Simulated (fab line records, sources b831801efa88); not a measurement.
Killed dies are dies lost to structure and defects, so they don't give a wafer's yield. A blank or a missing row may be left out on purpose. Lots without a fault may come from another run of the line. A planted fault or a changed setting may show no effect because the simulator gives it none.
fab line records | flow sky130
record lots=5 wafers=15 last_day=50
route steps=708 shown VIA1@471 METAL2@483 PAD_OPEN@708
lots that met no fault: from a run of the same line without faults
start_h: hours from the record's first day to the start of the lot's first wafer shown | wait_h: hours since the lot's step before | " the same as in the row above | L1.1+2: a row that stands for several wafers | - no value, or no start given | * or withheld: withheld | < > ~ a bound
route shown NAME@n: a module of which the file shows steps, and the number in the route of the first | usual: mean/standard deviation of fault-free wafers | same: alike in all rows | chamber/n: place in a boat | sites: the reading at each site | _std_site: their standard deviation | _edge_site: outer sites' mean less inner sites' | radius_mm: how far each site lies from the wafer's centre | mask NAME#n: copy n | behind: the tool/chamber that last shaped the wafer | hold: why the lot was held/for how many hours/how that ended | device: the transistor (n, p or np) that didn't switch | end of line: the same wafers' tests at the end of the route | a step without rows: its recipe alone | killed: dies lost to structure and defects at the first sort, not the wafer's yield | map: a wafer's dies, x killed, . not, _ none there
set.NAME: the setting as run; set.NAME@STEP: as run at that earlier step | model.NAME: the simulator's own value behind a step, which no gauge read
lots at some steps of the route; a table a step, a row a wafer
services: from which hour (start_h, from the record's first day; less than 0 if before it) a tool's chamber was out of use, for how many hours, and why
## steps
# step SKY_VIA1_OVL_MEAS_13
# usual VIA1_OVL=-1/5.6
# columns lot.wafer tool chamber start_h wait_h VIA1_OVL[nm]
L439.4 overlay-01 - 782.63 0.1 -6
L439.5 " - " " -9
L439.6 " - " " -1
L444.1 overlay-01 - 835.43 0.1 -6
L444.5 " - " " -4
L444.6 " - " " 0
L452.4 overlay-02 - 896.68 0.1 5
L452.5 " - " " 0
L452.6 " - " " 2
L459.1 overlay-02 - 945.85 0.1 13
L459.2 " - " " 1
L459.4 " - " " -1
L462.1 overlay-02 - 955.80 0.1 6
L462.4 " - " " 8
L462.6 " - " " 5
# step SKY_VIA1_ETCH_14
# recipe chemistry=N2/H2 target=BARC ion_energy_ev=200 source_w=500 bias_w=100 pressure_mtorr=30 n2_flow_sccm=100 h2_flow_sccm=200 stop_on=SiO2 time_s=45.9 target_depth_a=600
# usual drypump_motor_current_A=5.8/0.48 oes_product_au=0.855/0.0043 throttle_valve_pct=13.224/0.0082
# columns lot.wafer tool chamber start_h wait_h drypump_motor_current_A oes_product_au rf_hours_counter_h throttle_valve_pct
L439.4 rie_diel-02 0 782.64 0.0 5.8 0.858 3 13.220
L439.5 " 1 " " 5.0 0.858 - 13.227
L439.6 " 2 " " 5.7 0.855 - 13.225
L444.1 rie_diel-04 3 835.46 0.0 6.6 0.850 6 13.228
L444.5 " 3 " " 6.6 0.863 - 13.219
L444.6 " 1 " " 6.2 0.857 - 13.226
L452.4 rie_diel-04 3 896.70 0.0 6.6 0.855 7 13.226
L452.5 " 1 " " 6.2 0.858 - 13.233
L452.6 " 2 " " 5.7 0.856 - 13.242
L459.1 rie_diel-01 0 945.88 0.0 6.0 0.860 13 13.226
L459.2 " 3 " " 6.1 0.858 12 13.222
L459.4 " 2 " " 5.8 0.859 12 13.228
L462.1 rie_diel-01 0 955.83 0.0 6.0 0.858 14 13.228
L462.4 " 1 " " 5.0 0.852 27 13.225
L462.6 " 2 " " 5.8 0.850 - 13.228
# step SKY_VIA1_ETCH_15
# recipe target=SiO2 chemistry=C4F8/O2/Ar target_depth_nm=351 stop_on=TiN mask_material=KrF-thick source_w=1500 bias_w=1200 pressure_mtorr=40 c4f8_flow_sccm=withheld O2_flow_sccm=6 Ar_flow_sccm=300 time_s=54
# usual oes_product_au=0.980/0.0061
# columns lot.wafer tool chamber start_h wait_h oes_product_au rf_hours_counter_h
L439.4 rie_diel-02 0 782.69 0.0 0.987 3
L439.5 " 1 " " 0.972 -
L439.6 " 2 " " 0.975 -
L444.1 rie_diel-04 3 835.51 0.0 0.991 6
L444.5 " 3 " " 0.980 -
L444.6 " 1 " " 0.985 -
L452.4 rie_diel-04 3 896.74 0.0 0.990 7
L452.5 " 1 " " 0.979 -
L452.6 " 2 " " 0.979 -
L459.1 rie_diel-01 0 945.93 0.0 0.977 13
L459.2 " 3 " " 0.974 12
L459.4 " 2 " " 0.983 12
L462.1 rie_diel-01 0 955.88 0.0 0.974 14
L462.4 " 1 " " 0.980 27
L462.6 " 2 " " 0.983 -
# step SKY_VIA1_STRIP_16
# recipe chemistry=O2/N2 power_w=1400 pressure_mtorr=1500 platen_temp_c=withheld o2_flow_sccm=3000 n2_flow_sccm=300 overash_fraction=0.5
# usual drypump_motor_current_A=5.7/0.54 oes_product_au=0.417/0.0047 strip_time_to_endpoint_s=4.475/0.02
# columns lot.wafer tool chamber start_h wait_h drypump_motor_current_A oes_product_au rf_hours_counter_h strip_time_to_endpoint_s
L439.4 plasma_asher-04 1 782.77 0.1 5.2 0.426 - 4.461
L439.5 " 0 " " 6.1 0.425 - 4.509
L439.6 " 1 " " 5.2 0.418 - 4.489
L444.1 plasma_asher-04 1 835.55 0.0 5.2 0.417 103 4.443
L444.5 " 1 " " 5.1 0.409 - 4.435
L444.6 " 0 " " 6.1 0.411 - 4.480
L452.4 plasma_asher-04 0 896.82 0.1 6.1 0.413 - 4.457
L452.5 " 0 " " 6.1 0.412 - 4.485
L452.6 " 1 " " 5.1 0.415 - 4.488
L459.1 plasma_asher-04 1 945.97 0.0 5.2 0.416 115 4.480
L459.2 " 0 " " 6.1 0.412 115 4.496
L459.4 " 0 " " 6.1 0.417 - 4.483
L462.1 plasma_asher-02 0 955.92 0.0 6.1 0.414 52 4.450
L462.4 " 0 " " 6.0 0.411 - 4.440
L462.6 " 0 " " 6.0 0.418 - 4.444
# step SKY_VIA1_STRIP_17
# recipe chemistry=post_etch_residue_remover time_s=1200 temp_c=72.5
# step SKY_VIA1_CLEAN_18
# recipe chemistry=IPA time_s=180 temp_c=25
# step SKY_VIA1_CLEAN_19
# recipe chemistry=O3/DIW dry=n2_spin
# step SKY_VIA1_SPUTTER_20
# recipe material=TiN target_thk_nm=20 chamber_pressure_pa=5 power_w=4000 time_s=80
# step SKY_VIA1_CVD_21
# recipe material=W target_thk_nm=270 time_s=80.902 temp_c=400 pressure_torr=40
# usual heater_power_w=853/46 susceptor_temp_C=400.02/0.22
# columns lot.wafer tool chamber start_h wait_h heater_power_w susceptor_temp_C
L439.4 cvd_w-01 1 783.48 0.1 879 399.77
L439.5 " 1 " " 921 399.94
L439.6 " 1 " " 880 399.76
L444.1 cvd_w-02 0 836.26 0.0 837 400.05
L444.5 " 1 " " 792 400.09
L444.6 " 0 " " 872 399.80
L452.4 cvd_w-02 1 897.51 0.1 776 399.96
L452.5 " 0 " " 854 400.29
L452.6 " 1 " " 806 400.05
L459.1 cvd_w-01 1 946.65 0.0 885 399.74
L459.2 " 0 " " 854 400.15
L459.4 " 1 " " 903 399.81
L462.1 cvd_w-01 1 956.63 0.0 894 400.31
L462.4 " 0 " " 853 400.27
L462.6 " 1 " " 910 400.06
# step SKY_VIA1_RS_MEAS_22
# recipe thk_meas_gauge=four-point-probe reads=W_of_VIA1_CVD_21+TiN_of_VIA1_SPUTTER_20
# usual VIA1_W_RS=0.425/0.006
# columns lot.wafer tool chamber start_h wait_h VIA1_W_RS[ohm/sq]
L439.4 film_metro-02 - 783.63 0.1 0.429
L439.5 " - " " 0.425
L439.6 " - " " 0.426
L444.1 film_metro-04 - 836.36 0.1 0.420
L444.5 " - " " 0.433
L444.6 " - " " 0.422
L452.4 film_metro-04 - 897.63 0.1 0.420
L452.5 " - " " 0.412
L452.6 " - " " 0.417
L459.1 film_metro-03 - 946.74 0.1 0.417
L459.2 " - " " 0.427
L459.4 " - " " 0.424
L462.1 film_metro-04 - 956.72 0.1 0.422
L462.4 " - " " 0.423
L462.6 " - " " 0.431
# step SKY_VIA1_THK_MEAS_23
# recipe thk_meas_gauge=xrf reads=W_of_VIA1_CVD_21
# usual VIA1_W_THK=266/4.5
# columns lot.wafer tool chamber start_h wait_h VIA1_W_THK[nm]
L439.4 film_metro-02 - 783.72 0.1 266
L439.5 " - " " 268
L439.6 " - " " 270
L444.1 film_metro-04 - 836.48 0.1 271
L444.5 " - " " 262
L444.6 " - " " 269
L452.4 film_metro-04 - 897.72 0.1 272
L452.5 " - " " 277
L452.6 " - " " 272
L459.1 film_metro-03 - 946.86 0.1 272
L459.2 " - " " 265
L459.4 " - " " 267
L462.1 film_metro-04 - 956.84 0.1 272
L462.4 " - " " 270
L462.6 " - " " 265
# step SKY_VIA1_CMP_24
# recipe stop_on=SiO2 t_overpolish_s=15 down_force_psi=3.5 platen_rpm=60 target_thk_nm=0 pad_velocity_m_s=0.94248
# step SKY_METAL2_SPUTTER_00
# recipe material=Ti target_thk_nm=15 power_w=3000 time_s=10 chamber_pressure_pa=0.4
# usual cathode_dc_power_W=3000.1/0.53 throttle_valve_pct=30.0/1.2
# columns lot.wafer tool chamber start_h wait_h cathode_dc_power_W throttle_valve_pct model.Ti_of_METAL2_SPUTTER_00.thk_nm
L439.4 pvd_sputter-04 - 784.05 0.1 2999.7 28.3 15.01
L439.5 " - " " 3000.4 32.3 15.02
L439.6 " - " " 3000.5 30.4 15.08
L444.1 pvd_sputter-02 - 836.84 0.1 3000.7 28.9 14.98
L444.5 " - " " 3000.3 29.7 15.11
L444.6 " - " " 2999.8 28.7 15.16
L452.4 pvd_sputter-04 - 898.05 0.1 2999.9 28.6 11.9
L452.5 " - " " 3000.1 31.2 14.87
L452.6 " - " " 3000.1 30.1 14.83
L459.1 pvd_sputter-02 - 947.22 0.1 3000.5 29.2 15.19
L459.2 " - " " 3000.5 28.7 15.15
L459.4 " - " " 2999.3 31.3 15.19
L462.1 pvd_sputter-02 - 957.20 0.2 2999.4 29.3 14.76
L462.4 " - " " 3000.0 29.7 14.59
L462.6 " - " " 2999.7 29.5 14.67
# step SKY_METAL2_SPUTTER_01
# recipe material=TiN target_thk_nm=20 power_w=6500 time_s=16.7 chamber_pressure_pa=0.4
# usual cathode_dc_power_W=6500.0/1.2 throttle_valve_pct=30.0/1.2
# columns lot.wafer tool chamber start_h wait_h cathode_dc_power_W throttle_valve_pct
L439.4 pvd_sputter-04 - 784.07 0.0 6501.5 28.4
L439.5 " - " " 6500.0 32.2
L439.6 " - " " 6503.4 30.4
L444.1 pvd_sputter-02 - 836.86 0.0 6500.5 28.9
L444.5 " - " " 6498.3 29.6
L444.6 " - " " 6501.0 28.4
L452.4 pvd_sputter-04 - 898.07 0.0 6499.4 28.4
L452.5 " - " " 6501.3 31.5
L452.6 " - " " 6498.5 30.1
L459.1 pvd_sputter-02 - 947.24 0.0 6500.4 29.2
L459.2 " - " " 6499.5 28.8
L459.4 " - " " 6498.3 31.5
L462.1 pvd_sputter-02 - 957.23 0.0 6498.9 29.3
L462.4 " - " " 6499.9 29.6
L462.6 " - " " 6501.8 29.3
# step SKY_PAD_OPEN_PROBE_99
# usual defect_limited_yield=82.7/2.1 killed_at_M0_to_M3=43/7.2 killed_at_M4_up=3.3/1.8 killed_at_contacts=23/5.5 killed_at_front_end=16/5.1 killed_at_other=0.4/0.65 killed_dies=85/10 killed_open=46/7.1 killed_short=38/7.2 sort_bin_3_pad_short=0.9/0.41 sort_bin_5_function=10.2/1.5 sort_bin_6_memory=6.2/1.1 sort_n_pass=407/10 sort_yield_pct=82.7/2.1
# same gross_dies=492 killed_at_back_side=0 sort_bin_4_leakage[%]=0 sort_bin_8_speed[%]=0
# columns lot.wafer tool chamber start_h wait_h defect_limited_yield[%] killed_at_M0_to_M3 killed_at_M4_up killed_at_contacts killed_at_front_end killed_at_other killed_dies killed_open killed_short sort_bin_3_pad_short[%] sort_bin_5_function[%] sort_bin_6_memory[%] sort_n_pass sort_yield_pct[%]
L459.1 prober-02 - 1189.35 0.1 82.3 47 7 22 10 1 87 41 46 1.4 10.4 5.9 405 82.3
L459.2 prober-02 - 1189.40 0.1 81.9 50 2 21 16 0 89 56 32 0.8 8.9 8.3 403 81.9
L459.4 prober-02 - 1189.50 0.2 84.6 34 2 21 19 0 76 47 27 0.6 9.3 5.5 416 84.6
# killed by level:class
L459.1 METAL1:geometric_particle:short=11 CONTACT:geometric_particle:open=10 VIA1:geometric_particle:open=9 VIA3:geometric_particle:open=6 METAL2:geometric_particle:short=6 LOCAL_INTERCONNECT:geometric_particle:short=5 POLY_GATE:geometric_particle:short=4 VIA1:geometric_particle:short=4
L459.2 VIA1:geometric_particle:open=16 CONTACT:geometric_particle:open=8 VIA3:geometric_particle:open=8 VIA2:geometric_particle:open=7 POLY_GATE:geometric_particle:open=5 LI_CONTACT:geometric_particle:open=5 LOCAL_INTERCONNECT:geometric_particle:short=4 METAL1:geometric_particle:short=4
L459.4 VIA1:geometric_particle:open=15 CONTACT:geometric_particle:open=7 LI_CONTACT:geometric_particle:open=6 FIELD_ISO:geometric_particle:open=5 LOCAL_INTERCONNECT:geometric_particle:short=5 VIA2:geometric_particle:open=5 FIELD_ISO:geometric_particle:short=3 SPACER:geometric_particle:open=3
## services
# columns tool chamber start_h hours kind
plasma_asher-04 - 793.98 1.0 repair
rie_diel-02 - 799.46 1.2 repair
pvd_sputter-02 - 802.27 2.4 repair
cvd_w-02 0 811.66 13.0 repair
rie_diel-04 3 823.25 2.8 repair
rie_diel-04 2 825.06 14.3 repair
rie_diel-01 1 832.77 18.1 repair
rie_diel-01 - 837.55 4.0 pm
rie_diel-02 2 838.16 132.0 repair
rie_diel-04 1 840.37 1.3 repair
rie_diel-01 - 842.88 15.6 pm
plasma_asher-04 - 846.12 0.6 repair
pvd_sputter-04 - 849.94 0.6 repair
rie_diel-02 0 858.69 7.3 repair
rie_diel-04 2 865.47 2.0 repair
pvd_sputter-02 - 874.80 1.0 repair
rie_diel-01 0 888.72 12.8 repair
rie_diel-01 3 903.81 2.4 repair
rie_diel-01 1 912.42 3.0 repair
rie_diel-01 1 916.68 2.7 repair
rie_diel-01 2 930.07 5.0 repair
cvd_w-01 - 935.77 5.5 repair
rie_diel-01 1 936.56 8.7 repair
pvd_sputter-02 - 951.32 1.3 repair
## key
first_sign none at tools or gauges
model_effect step=SKY_METAL2_SPUTTER_00 value=Ti_of_METAL2_SPUTTER_00.thk_nm without=14.68 struck=11.9
met_at SKY_METAL2_SPUTTER_00
struck_wafers L452.4
onset_between 784.05 898.05
fault kind=process_parameter_drift tool=pvd_sputter-04 chamber=- onset_h=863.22 steps=SKY_METAL2_SPUTTER_00 channel=time_s offset=* shape=step end_h=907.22 scope=struck_wafers_only acts_in=* stated=*
